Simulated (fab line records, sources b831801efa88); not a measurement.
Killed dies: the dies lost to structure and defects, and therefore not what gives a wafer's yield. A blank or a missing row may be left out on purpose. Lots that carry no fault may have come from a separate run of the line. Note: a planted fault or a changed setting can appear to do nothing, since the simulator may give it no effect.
fab line records	flow sky130
record: lots: 24	wafers: 72	last_day: 50
route steps=708 shown LOCAL_INTERCONNECT@399 VIA1@480 VIA2@510 METAL4@631
lots untouched by any fault: they come from a run of this same line in which no faults occurred
start_h: hours from the record's opening day to when the first of the lot's shown wafers began	wait_h: time in hours since the lot's previous step	" same as the row above	L1.1+2: one row covering several wafers at once	- value missing, or start not given	* or withheld: withheld	< > ~ a bound
route shown NAME@n: a module of which the file shows steps, and the number in the route of the first	usual: mean/standard deviation of fault-free wafers	same: alike in all rows	chamber/n: place in a boat	sites: the reading at each site	_std_site: the standard deviation of these	_edge_site: outer sites' mean less inner sites'	radius_mm: for every site, how far away it sits from the centre of the wafer	mask NAME#n: copy n	behind: the most recent tool/chamber to have shaped the wafer	hold: why the lot was held/for how many hours/how that ended	device: names the non-switching transistor (n, p or np)	end of line: the same wafers' tests at the end of the route	step lacking rows: just its recipe	killed: count of dies lost to structure and defects at first sort (not the wafer's yield)	map: per-die view of a wafer (x killed, . not killed, _ where there is no die)
set.NAME: the setting as run; set.NAME@STEP: as run at that earlier step	model.NAME: the simulator's own value behind a step, which no gauge read
the route's steps for a sample of lots (tables are steps, rows are wafers)
services: the hour from which a tool's chamber was out of use, counted from the record's first day as start_h (under 0 if before that day), plus the number of hours and why
== steps ==
step: SKY_LOCAL_INTERCONNECT_OVL_MEAS_12
usual: LOCAL_INTERCONNECT_OVL: -4/5.9
lot.wafer	tool	chamber	start_h	wait_h	LOCAL_INTERCONNECT_OVL[nm]
L074.3	overlay-02	-	703.18	0.1	0
L074.5	"	-	"	"	-4
L074.6	"	-	"	"	-2
L075.1	overlay-02	-	718.22	0.1	3
L075.2	"	-	"	"	-2
L075.5	"	-	"	"	1
L076.2	overlay-01	-	720.05	0.1	-4
L076.3	"	-	"	"	-8
L076.5	"	-	"	"	-8
L077.1	overlay-01	-	730.74	0.1	6
L077.4	"	-	"	"	-2
L077.5	"	-	"	"	-3
L078.1	overlay-01	-	734.52	0.1	-2
L078.2	"	-	"	"	-8
L078.5	"	-	"	"	1
L079.1	overlay-01	-	762.11	0.1	-8
L079.2	"	-	"	"	-7
L079.6	"	-	"	"	-1
L080.2	overlay-01	-	764.15	0.1	5
L080.3	"	-	"	"	1
L080.6	"	-	"	"	5
L081.1	overlay-01	-	766.50	0.1	2
L081.4	"	-	"	"	-1
L081.6	"	-	"	"	-4
L082.3	overlay-02	-	771.13	0.1	-5
L082.5	"	-	"	"	-4
L082.6	"	-	"	"	-12
L083.1	overlay-02	-	795.80	0.1	-8
L083.2	"	-	"	"	9
L083.5	"	-	"	"	-4
L084.2	overlay-02	-	798.60	0.1	-6
L084.4	"	-	"	"	-12
L084.6	"	-	"	"	-6
L086.3	overlay-02	-	818.18	0.1	1
L086.4	"	-	"	"	2
L086.6	"	-	"	"	10
L085.1	overlay-02	-	818.52	0.1	0
L085.2	"	-	"	"	-8
L085.3	"	-	"	"	-2
L087.1	overlay-02	-	819.25	0.1	0
L087.3	"	-	"	"	-3
L087.4	"	-	"	"	-6
L088.1	overlay-01	-	821.30	0.1	-9
L088.2	"	-	"	"	-8
L088.5	"	-	"	"	-4
L089.1	overlay-02	-	827.82	0.1	7
L089.4	"	-	"	"	0
L089.6	"	-	"	"	-4
L090.1	overlay-02	-	830.70	0.1	-14
L090.2	"	-	"	"	-8
L090.5	"	-	"	"	-9
L092.2	overlay-01	-	847.90	0.1	-11
L092.5	"	-	"	"	-16
L092.6	"	-	"	"	-12
L091.1	overlay-01	-	850.22	0.1	-11
L091.3	"	-	"	"	-19
L091.4	"	-	"	"	-11
L093.1	overlay-02	-	854.12	0.1	-10
L093.2	"	-	"	"	3
L093.4	"	-	"	"	3
L094.2	overlay-01	-	877.63	0.1	0
L094.3	"	-	"	"	3
L094.4	"	-	"	"	-4
L096.3	overlay-02	-	879.89	0.1	-7
L096.4	"	-	"	"	0
L096.5	"	-	"	"	-14
L095.3	overlay-02	-	880.58	0.1	-2
L095.4	"	-	"	"	2
L095.5	"	-	"	"	-8
L097.2	overlay-02	-	882.88	0.1	-4
L097.3	"	-	"	"	3
L097.4	"	-	"	"	-1
step: SKY_VIA1_RS_MEAS_22
recipe: thk_meas_gauge: four-point-probe	reads: W_of_VIA1_CVD_21+TiN_of_VIA1_SPUTTER_20
usual: VIA1_W_RS: 0.428/0.0044
lot.wafer	tool	chamber	start_h	wait_h	VIA1_W_RS[ohm/sq]
L074.3	film_metro-04	-	790.60	0.1	0.430
L074.5	"	-	"	"	0.427
L074.6	"	-	"	"	0.427
L075.1	film_metro-04	-	803.24	0.1	0.423
L075.2	"	-	"	"	0.428
L075.5	"	-	"	"	0.428
L076.2	film_metro-02	-	805.27	0.1	0.429
L076.3	"	-	"	"	0.425
L076.5	"	-	"	"	0.428
L077.1	film_metro-04	-	816.95	0.1	0.426
L077.4	"	-	"	"	0.431
L077.5	"	-	"	"	0.425
L078.1	film_metro-02	-	820.48	0.1	0.427
L078.2	"	-	"	"	0.425
L078.5	"	-	"	"	0.432
L079.1	film_metro-03	-	846.07	0.1	0.431
L079.2	"	-	"	"	0.428
L079.6	"	-	"	"	0.424
L080.2	film_metro-02	-	849.46	0.1	0.423
L080.3	"	-	"	"	0.417
L080.6	"	-	"	"	0.427
L081.1	film_metro-04	-	851.43	0.1	0.429
L081.4	"	-	"	"	0.426
L081.6	"	-	"	"	0.424
L082.3	film_metro-04	-	856.06	0.1	0.422
L082.5	"	-	"	"	0.425
L082.6	"	-	"	"	0.424
L083.1	film_metro-02	-	879.96	0.1	0.427
L083.2	"	-	"	"	0.429
L083.5	"	-	"	"	0.424
L084.2	film_metro-04	-	882.16	0.1	0.435
L084.4	"	-	"	"	0.435
L084.6	"	-	"	"	0.429
L086.3	film_metro-03	-	899.41	0.1	0.424
L086.4	"	-	"	"	0.426
L086.6	"	-	"	"	0.420
L085.1	film_metro-03	-	900.10	0.1	0.429
L085.2	"	-	"	"	0.428
L085.3	"	-	"	"	0.427
L087.1	film_metro-03	-	902.80	0.1	0.428
L087.3	"	-	"	"	0.428
L087.4	"	-	"	"	0.421
L088.1	film_metro-03	-	904.83	0.1	0.429
L088.2	"	-	"	"	0.429
L088.5	"	-	"	"	0.431
L089.1	film_metro-02	-	910.80	0.1	0.422
L089.4	"	-	"	"	0.432
L089.6	"	-	"	"	0.426
L090.1	film_metro-04	-	912.83	0.1	0.432
L090.2	"	-	"	"	0.436
L090.5	"	-	"	"	0.434
L092.2	film_metro-03	-	929.27	0.1	0.426
L092.5	"	-	"	"	0.423
L092.6	"	-	"	"	0.424
L091.1	film_metro-03	-	931.64	0.1	0.424
L091.3	"	-	"	"	0.420
L091.4	"	-	"	"	0.425
L093.1	film_metro-04	-	934.77	0.1	0.434
L093.2	"	-	"	"	0.433
L093.4	"	-	"	"	0.432
L094.2	film_metro-04	-	957.33	0.1	0.434
L094.3	"	-	"	"	0.436
L094.4	"	-	"	"	0.430
L096.3	film_metro-04	-	960.34	0.1	0.434
L096.4	"	-	"	"	0.433
L096.5	"	-	"	"	0.436
L095.3	film_metro-02	-	960.69	0.1	0.424
L095.4	"	-	"	"	0.430
L095.5	"	-	"	"	0.425
L097.2	film_metro-04	-	963.91	0.1	0.425
L097.3	"	-	"	"	0.416
L097.4	"	-	"	"	0.426
step: SKY_VIA2_BOW_MEAS_03
recipe: mode: bow
usual: VIA2_BOW: 85/7.4
lot.wafer	tool	chamber	start_h	wait_h	VIA2_BOW[um]
L074.3	film_metro-02	-	818.59	0.2	89
L074.5	"	-	"	"	78
L074.6	"	-	"	"	90
L075.1	film_metro-02	-	831.69	0.1	88
L075.2	"	-	"	"	95
L075.5	"	-	"	"	93
L076.2	film_metro-02	-	832.68	0.2	76
L076.3	"	-	"	"	84
L076.5	"	-	"	"	95
L077.1	film_metro-03	-	845.00	0.1	75
L077.4	"	-	"	"	88
L077.5	"	-	"	"	78
L078.1	film_metro-02	-	848.72	0.3	79
L078.2	"	-	"	"	71
L078.5	"	-	"	"	91
L079.1	film_metro-03	-	873.92	0.2	90
L079.2	"	-	"	"	76
L079.6	"	-	"	"	100
L080.2	film_metro-01	-	877.96	0.3	90
L080.3	"	-	"	"	89
L080.6	"	-	"	"	96
L081.1	film_metro-03	-	879.06	0.1	88
L081.4	"	-	"	"	74
L081.6	"	-	"	"	83
L082.3	film_metro-02	-	883.54	0.2	83
L082.5	"	-	"	"	82
L082.6	"	-	"	"	87
L083.1	film_metro-03	-	907.92	0.2	83
L083.2	"	-	"	"	90
L083.5	"	-	"	"	75
L084.2	film_metro-01	-	910.08	0.2	70
L084.4	"	-	"	"	83
L084.6	"	-	"	"	73
L086.3	film_metro-01	-	926.60	0.2	87
L086.4	"	-	"	"	92
L086.6	"	-	"	"	95
L085.1	film_metro-01	-	927.73	0.2	83
L085.2	"	-	"	"	89
L085.3	"	-	"	"	90
L087.1	film_metro-03	-	929.99	0.2	87
L087.3	"	-	"	"	84
L087.4	"	-	"	"	73
L088.1	film_metro-02	-	932.18	0.1	88
L088.2	"	-	"	"	75
L088.5	"	-	"	"	94
L089.1	film_metro-01	-	938.18	0.2	96
L089.4	"	-	"	"	77
L089.6	"	-	"	"	101
L090.1	film_metro-01	-	939.26	0.1	90
L090.2	"	-	"	"	82
L090.5	"	-	"	"	79
L092.2	film_metro-01	-	956.35	0.1	84
L092.5	"	-	"	"	76
L092.6	"	-	"	"	82
L091.1	film_metro-02	-	958.38	0.1	87
L091.3	"	-	"	"	83
L091.4	"	-	"	"	83
L093.1	film_metro-03	-	961.41	0.2	80
L093.2	"	-	"	"	92
L093.4	"	-	"	"	97
L094.2	film_metro-01	-	983.20	0.2	95
L094.3	"	-	"	"	98
L094.4	"	-	"	"	87
L096.3	film_metro-01	-	986.38	0.3	85
L096.4	"	-	"	"	71
L096.5	"	-	"	"	90
L095.3	film_metro-03	-	987.08	0.3	86
L095.4	"	-	"	"	82
L095.5	"	-	"	"	96
L097.2	film_metro-03	-	989.66	0.3	89
L097.3	"	-	"	"	80
L097.4	"	-	"	"	74
step: SKY_VIA2_CMP_24
recipe: stop_on: SiO2	t_overpolish_s: 20	down_force_psi: 3.5	platen_rpm: 60	target_thk_nm: 0	pad_velocity_m_s: 0.94248
usual: motor_current_A: 11.7/0.66	overpolish_run_s: 20.000/0.01	time_to_endpoint_s: 100/4.3
same: t_overpolish_s: 20
lot.wafer	tool	chamber	start_h	wait_h	motor_current_A	overpolish_run_s	time_to_endpoint_s
L074.3	cmp-01	0	845.32	0.0	11.7	19.995	104
L074.5	"	0	"	"	11.9	19.998	98
L074.6	"	1	"	"	12.0	20.006	108
L075.1	cmp-02	3	858.23	0.1	12.2	20.015	94
L075.2	"	0	"	"	10.0	20.002	96
L075.5	"	0	"	"	10.0	19.995	93
L076.3	cmp-02	3	860.71	0.1	12.6	19.981	97
L076.2	"	0	"	"	10.1	19.998	95
L076.5	"	2	"	"	11.8	20.006	97
L077.1	cmp-02	0	871.62	0.1	11.4	19.999	97
L077.4	"	1	"	"	11.1	20.012	104
L077.5	"	3	"	"	12.5	20.003	97
L078.2	cmp-02	3	874.98	0.0	11.7	20.009	97
L078.1	"	2	"	"	12.1	19.979	103
L078.5	"	0	"	"	10.3	20.001	101
L079.1	cmp-01	1	900.55	0.1	12.1	20.000	103
L079.2	"	3	"	"	12.3	19.987	89
L079.6	"	2	"	"	11.8	20.000	95
L080.2	cmp-01	1	904.53	0.0	11.7	20.007	103
L080.3	"	2	"	"	11.9	19.986	97
L080.6	"	1	"	"	11.4	19.987	107
L081.4	cmp-02	1	906.04	0.0	11.3	19.993	99
L081.1	"	0	"	"	10.8	20.008	96
L081.6	"	2	"	"	11.3	19.997	98
L082.3	cmp-01	2	910.75	0.1	12.9	19.995	98
L082.5	"	1	"	"	11.7	20.000	103
L082.6	"	2	"	"	11.8	20.016	96
L083.2	cmp-01	1	935.28	0.2	11.4	19.990	102
L083.1	"	3	"	"	12.8	19.997	99
L083.5	"	0	"	"	11.1	19.991	98
L084.4	cmp-01	3	936.39	0.1	11.9	20.004	95
L084.2	"	1	"	"	11.7	19.996	106
L084.6	"	3	"	"	12.1	19.996	96
L086.3	cmp-02	3	952.50	0.2	11.8	20.004	103
L086.4	"	0	"	"	10.5	20.002	102
L086.6	"	2	"	"	12.0	19.995	107
L085.2	cmp-01	0	953.90	0.0	11.3	19.999	101
L085.1	"	1	"	"	11.7	19.994	104
L085.3	"	2	"	"	12.3	19.998	97
L087.3	cmp-01	3	956.38	0.1	12.2	20.001	96
L087.4	"	0	"	"	11.1	20.002	101
L087.1	"	1	"	"	11.3	19.998	107
L088.2	cmp-01	1	957.88	0.1	12.0	19.996	108
L088.1	"	2	"	"	12.1	19.989	96
L088.5	"	3	"	"	12.0	20.002	94
L089.1	cmp-01	1	963.44	0.1	11.6	20.002	102
L089.4	"	2	"	"	12.2	20.004	99
L089.6	"	1	"	"	11.5	20.016	107
L090.1	cmp-01	3	964.58	0.1	12.7	19.977	99
L090.2	"	1	"	"	11.6	19.995	108
L090.5	"	0	"	"	11.3	19.998	105
L092.2	cmp-02	1	981.78	0.1	11.1	20.004	107
L092.6	"	3	"	"	12.1	20.005	101
L092.5	"	0	"	"	10.3	20.010	104
L091.3	cmp-01	2	983.18	0.1	12.0	20.013	95
L091.4	"	0	"	"	11.8	20.014	95
L091.1	"	1	"	"	11.6	19.996	106
L093.1	cmp-02	3	986.50	0.1	12.3	20.023	105
L093.4	"	0	"	"	10.5	20.027	102
L093.2	"	1	"	"	11.2	20.009	104
L094.2	cmp-02	2	1008.02	0.1	11.4	20.011	97
L094.3	"	3	"	"	12.0	19.997	103
L094.4	"	0	"	"	10.4	20.011	103
L096.4	cmp-02	3	1011.19	0.0	12.0	19.995	103
L096.3	"	2	"	"	11.2	19.996	104
L096.5	"	3	"	"	12.1	20.003	102
L095.3	cmp-01	3	1011.70	0.0	11.9	19.995	98
L095.4	"	2	"	"	12.1	20.014	97
L095.5	"	3	"	"	12.7	19.999	94
L097.4	cmp-02	2	1014.57	0.2	11.4	19.983	110
L097.3	"	3	"	"	11.9	20.004	104
L097.2	"	0	"	"	10.4	19.988	104
step: SKY_METAL4_DESCUM_15
recipe: chemistry: O2	source_power_w: 150	bias_power_w: 0	pressure_mtorr: 10	temp_c: 40	time_s: 8
usual: drypump_motor_current_A: 6.0/0.52	oes_product_au: 1.001/0.0083
lot.wafer	tool	chamber	start_h	wait_h	drypump_motor_current_A	oes_product_au	rf_hours_counter_h
L074.3	rie_metal-01	0	974.85	0.0	6.8	1.003	-
L074.5	"	0	"	"	6.8	1.003	-
L074.6	"	1	"	"	5.3	1.004	-
L075.1	rie_metal-02	1	987.37	0.0	5.4	0.985	12
L075.2	"	0	"	"	6.2	1.007	20
L075.5	"	1	"	"	5.4	0.988	-
L076.2	rie_metal-01	1	989.38	0.0	5.3	1.005	9
L076.3	"	0	"	"	6.7	1.004	-
L076.5	"	0	"	"	6.8	0.999	-
L077.1	rie_metal-02	0	999.74	0.0	6.2	0.997	21
L077.4	"	0	"	"	6.2	1.000	-
L077.5	"	0	"	"	6.2	0.999	-
L078.1	rie_metal-02	0	1006.24	0.0	6.2	0.994	21
L078.2	"	1	"	"	5.4	0.994	13
L078.5	"	0	"	"	6.2	0.999	-
L079.1	rie_metal-01	0	1025.72	0.0	6.8	1.006	13
L079.2	"	1	"	"	5.3	1.010	11
L079.6	"	0	"	"	6.8	1.009	-
L080.2	rie_metal-01	0	1030.42	0.0	6.8	1.000	14
L080.3	"	1	"	"	5.3	1.009	-
L080.6	"	1	"	"	5.3	1.005	-
L081.1	rie_metal-01	0	1032.28	0.0	6.8	0.995	14
L081.4	"	1	"	"	5.3	1.003	-
L081.6	"	0	"	"	6.8	0.997	-
L082.3	rie_metal-01	0	1035.25	0.0	6.8	1.003	-
L082.5	"	1	"	"	5.3	1.015	-
L082.6	"	0	"	"	6.7	1.000	-
L083.1	rie_metal-03	0	1058.87	0.0	6.2	1.021	21
L083.2	"	1	"	"	6.1	0.999	15
L083.5	"	0	"	"	6.2	1.016	-
L084.2	rie_metal-02	1	1059.57	0.0	5.4	0.988	15
L084.4	"	0	"	"	6.2	0.992	-
L084.6	"	0	"	"	6.2	0.999	-
L086.3	rie_metal-01	0	1069.19	0.0	6.8	1.007	-
L086.4	"	1	"	"	5.3	1.000	-
L086.6	"	1	"	"	5.3	1.009	-
L085.1	rie_metal-03	0	1074.89	0.0	6.2	1.013	23
L085.2	"	1	"	"	6.1	1.013	17
L085.3	"	1	"	"	6.1	1.009	-
L087.1	rie_metal-02	1	1076.04	0.0	5.4	1.000	16
L087.3	"	0	"	"	6.2	1.001	-
L087.4	"	1	"	"	5.4	0.997	-
L088.1	rie_metal-01	1	1081.32	0.0	5.3	1.006	15
L088.2	"	0	"	"	6.8	1.009	17
L088.5	"	0	"	"	6.8	1.008	-
L089.1	rie_metal-03	0	1081.83	0.0	6.2	1.005	24
L089.4	"	1	"	"	6.1	1.001	-
L089.6	"	1	"	"	6.0	0.998	-
L090.1	rie_metal-02	0	1082.18	0.0	6.2	1.000	2
L090.2	"	1	"	"	5.4	0.999	17
L090.5	"	1	"	"	5.4	0.991	-
L092.2	rie_metal-02	0	1098.89	0.0	6.2	0.985	3
L092.5	"	0	"	"	6.2	0.990	-
L092.6	"	1	"	"	5.4	0.996	-
L091.1	rie_metal-02	1	1099.62	0.0	5.4	0.993	18
L091.3	"	0	"	"	6.2	0.995	-
L091.4	"	1	"	"	5.4	0.989	-
L093.1	rie_metal-02	1	1104.12	0.0	5.4	0.990	19
L093.2	"	0	"	"	6.2	0.982	4
L093.4	"	0	"	"	6.2	0.984	-
L094.2	rie_metal-03	0	1121.23	0.0	6.2	1.012	24
L094.3	"	1	"	"	6.0	1.001	-
L094.4	"	0	"	"	6.2	1.013	-
L096.3	rie_metal-01	0	1125.30	0.0	6.8	1.002	-
L096.4	"	1	"	"	5.3	1.005	-
L096.5	"	0	"	"	6.8	1.007	-
L095.3	rie_metal-02	0	1125.34	0.0	6.2	1.003	-
L095.4	"	1	"	"	5.4	0.993	-
L095.5	"	0	"	"	6.2	0.997	-
L097.2	rie_metal-03	0	1126.48	0.0	6.2	1.011	25
L097.3	"	1	"	"	6.1	1.009	-
L097.4	"	0	"	"	6.2	1.009	-
step: SKY_METAL4_STRIP_19
recipe: chemistry: O2/N2	power_w: 1400	pressure_mtorr: 1500	platen_temp_c: withheld	o2_flow_sccm: 3000	n2_flow_sccm: 300	overash_fraction: 0.5
usual: drypump_motor_current_A: 5.58/0.19	oes_product_au: 0.500/0.0054	strip_time_to_endpoint_s: 6.50/0.076
lot.wafer	tool	chamber	start_h	wait_h	drypump_motor_current_A	oes_product_au	rf_hours_counter_h	strip_time_to_endpoint_s
L074.3	plasma_asher-03	1	975.20	0.1	5.71	0.493	-	6.42
L074.5	"	1	"	"	5.72	0.492	-	6.37
L074.6	"	0	"	"	5.16	0.497	-	6.30
L075.1	plasma_asher-01	1	987.69	0.1	5.83	0.491	56	6.39
L075.2	"	0	"	"	5.57	0.495	56	6.42
L075.5	"	1	"	"	5.85	0.494	-	6.44
L076.2	plasma_asher-02	0	989.70	0.1	5.65	0.497	78	6.43
L076.3	"	0	"	"	5.63	0.494	-	6.47
L076.5	"	0	"	"	5.65	0.503	-	6.45
L077.1	plasma_asher-02	1	1000.07	0.1	5.49	0.502	79	6.51
L077.4	"	1	"	"	5.51	0.501	-	6.49
L077.5	"	1	"	"	5.50	0.501	-	6.52
L078.1	plasma_asher-02	0	1006.57	0.1	5.62	0.495	80	6.46
L078.2	"	1	"	"	5.46	0.510	80	6.47
L078.5	"	1	"	"	5.48	0.498	-	6.48
L079.1	plasma_asher-01	1	1026.04	0.1	5.81	0.506	60	6.46
L079.2	"	0	"	"	5.60	0.503	60	6.43
L079.6	"	1	"	"	5.78	0.503	-	6.46
L080.2	plasma_asher-02	1	1030.74	0.1	5.49	0.493	83	6.42
L080.3	"	1	"	"	5.47	0.505	-	6.53
L080.6	"	1	"	"	5.49	0.499	-	6.52
L081.1	plasma_asher-01	0	1032.60	0.1	5.60	0.491	61	6.51
L081.4	"	1	"	"	5.89	0.500	-	6.49
L081.6	"	0	"	"	5.59	0.509	-	6.45
L082.3	plasma_asher-03	0	1035.60	0.1	5.14	0.505	-	6.48
L082.5	"	0	"	"	5.13	0.511	-	6.51
L082.6	"	1	"	"	5.68	0.494	-	6.46
L083.1	plasma_asher-02	0	1059.19	0.1	5.65	0.503	86	6.64
L083.2	"	1	"	"	5.49	0.495	86	6.64
L083.5	"	1	"	"	5.48	0.499	-	6.65
L084.2	plasma_asher-02	1	1059.89	0.1	5.52	0.502	86	6.49
L084.4	"	1	"	"	5.50	0.499	-	6.41
L084.6	"	1	"	"	5.50	0.500	-	6.50
L086.3	plasma_asher-02	1	1069.54	0.1	5.48	0.494	-	6.35
L086.4	"	0	"	"	5.63	0.492	-	6.45
L086.6	"	1	"	"	5.48	0.497	-	6.50
L085.1	plasma_asher-03	0	1075.22	0.1	5.14	0.500	33	6.57
L085.2	"	1	"	"	5.71	0.510	33	6.63
L085.3	"	1	"	"	5.71	0.510	-	6.53
L087.1	plasma_asher-02	0	1076.37	0.1	5.64	0.503	88	6.58
L087.3	"	1	"	"	5.50	0.500	-	6.47
L087.4	"	0	"	"	5.63	0.496	-	6.53
L088.1	plasma_asher-01	1	1081.64	0.1	5.83	0.506	67	6.59
L088.2	"	0	"	"	5.59	0.510	67	6.56
L088.5	"	1	"	"	5.82	0.501	-	6.55
L089.1	plasma_asher-02	0	1082.15	0.1	5.58	0.491	88	6.47
L089.4	"	1	"	"	5.53	0.502	-	6.48
L089.6	"	0	"	"	5.58	0.503	-	6.49
L090.1	plasma_asher-03	0	1082.50	0.1	5.13	0.503	34	6.45
L090.2	"	1	"	"	5.72	0.500	34	6.50
L090.5	"	0	"	"	5.13	0.500	-	6.46
L092.2	plasma_asher-02	1	1099.22	0.1	5.48	0.501	90	6.47
L092.5	"	0	"	"	5.65	0.500	-	6.52
L092.6	"	1	"	"	5.51	0.504	-	6.59
L091.1	plasma_asher-01	1	1099.94	0.1	5.84	0.502	68	6.52
L091.3	"	0	"	"	5.61	0.503	-	6.58
L091.4	"	1	"	"	5.79	0.494	-	6.56
L093.1	plasma_asher-01	0	1104.44	0.1	5.60	0.504	69	6.60
L093.2	"	1	"	"	5.83	0.507	69	6.54
L093.4	"	0	"	"	5.60	0.510	-	6.60
L094.2	plasma_asher-02	0	1121.55	0.1	5.60	0.494	92	6.50
L094.3	"	1	"	"	5.50	0.500	-	6.46
L094.4	"	0	"	"	5.62	0.510	-	6.55
L096.3	plasma_asher-01	0	1125.65	0.1	5.59	0.495	-	6.46
L096.4	"	1	"	"	5.86	0.495	-	6.47
L096.5	"	0	"	"	5.59	0.499	-	6.47
L095.3	plasma_asher-03	0	1125.69	0.1	5.13	0.493	-	6.43
L095.4	"	1	"	"	5.66	0.496	-	6.44
L095.5	"	1	"	"	5.70	0.505	-	6.51
L097.2	plasma_asher-01	0	1126.80	0.1	5.61	0.502	71	6.50
L097.3	"	0	"	"	5.60	0.499	-	6.53
L097.4	"	1	"	"	5.85	0.501	-	6.50
== services ==
tool	chamber	start_h	hours	kind
rie_metal-02	-	824.26	1.4	pm
cmp-01	-	854.48	3.1	repair
cmp-01	-	858.35	5.7	pm
plasma_asher-03	-	881.51	2.8	pm
cmp-02	-	889.81	1.9	repair
plasma_asher-01	-	901.30	12.1	repair
cmp-01	-	912.29	4.0	pm
cmp-02	-	913.94	2.0	repair
cmp-02	-	930.03	0.5	repair
cmp-01	-	943.91	1.9	repair
cmp-01	-	951.30	1.7	repair
rie_metal-03	0	964.31	4.1	repair
plasma_asher-01	-	965.54	11.5	repair
plasma_asher-02	-	971.16	7.6	repair
rie_metal-02	-	1010.42	26.5	repair
cmp-01	-	1013.57	16.1	pm
cmp-02	-	1034.47	4.9	pm
cmp-01	-	1037.30	0.8	repair
cmp-01	-	1059.41	2.3	repair
cmp-02	-	1087.22	4.0	pm
cmp-01	-	1093.91	1.3	repair
cmp-02	-	1097.59	5.2	pm
cmp-01	-	1103.61	0.5	repair
cmp-02	-	1125.82	0.3	repair
== key ==
fault none
